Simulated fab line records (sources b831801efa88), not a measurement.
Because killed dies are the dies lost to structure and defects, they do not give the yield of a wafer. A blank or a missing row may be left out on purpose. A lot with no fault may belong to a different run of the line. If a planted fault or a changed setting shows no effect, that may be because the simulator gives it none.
Chamber matching -- flow gf180mcu -- GF_V2_CMP_04 on cmp-01: 4 sister chambers
The step polishes SiO2. 16 wafers are shown with their chamber, then 8 later ones without.

== WAFERS WITH THEIR CHAMBER ==
wafer,chamber,motor_current_A (A),time_to_endpoint_s (s)
L574.1,3,10.9,71
L574.4,2,13.2,71
L574.5,0,12.9,76
L575.2,3,10.2,77
L575.3,1,11.9,76
L575.4,2,12.9,80
L580.3,3,10.5,78
L580.4,2,13.4,85
L580.6,3,10.7,81
L582.1,0,12.0,69
L582.3,2,12.9,69
L582.4,1,13.0,81
L581.3,1,13.3,78
L583.1,3,10.3,76
L583.5,3,10.9,75
L591.2,0,12.1,78

SIGNATURES, as means of the wafers listed above
reading,chamber 0,chamber 1,chamber 2,chamber 3,scatter within a chamber
motor_current_A,12.333,12.733,13.100,10.583,0.428
time_to_endpoint_s,74.33,78.33,76.25,76.33,4.86
Rule: distance of a wafer from a chamber = root of the sum over the readings of ((wafer's reading minus chamber's mean) / reading's scatter) squared. The wafer belongs to the nearest chamber; if the next one is less than 2 further off, it can't be placed. How the scatter is found: for the shown wafers, subtract from each reading the mean of its chamber, square and add these, divide the total by (wafers less chambers), then take the root.

== WAFERS MISSING THEIR CHAMBER ==
wafer,motor_current_A (A),time_to_endpoint_s (s)
L591.3,13.1,81
L591.6,12.7,89
L593.1,12.4,84
L593.2,12.0,71
L593.6,12.6,82
L594.1,13.2,86
L594.5,12.3,91
L594.6,10.3,92

== WHICH CHAMBER EACH WENT THROUGH ==
wafer,from the rows above,in truth
L591.3,can't be placed: 2 or 1 or 0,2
L591.6,can't be placed: 1 or 2 or 0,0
L593.1,can't be placed: 1 or 0 or 2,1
L593.2,can't be placed: 0 or 1 or 2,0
L593.6,can't be placed: 1 or 2 or 0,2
L594.1,can't be placed: 1 or 2 or 0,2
L594.5,can't be placed: 1 or 0 or 2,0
L594.6,3,3
Correct placement for 1 of the 8. Can't be placed from these rows: 7 (the true chamber is among the candidates in 7). 0 placed wrongly.
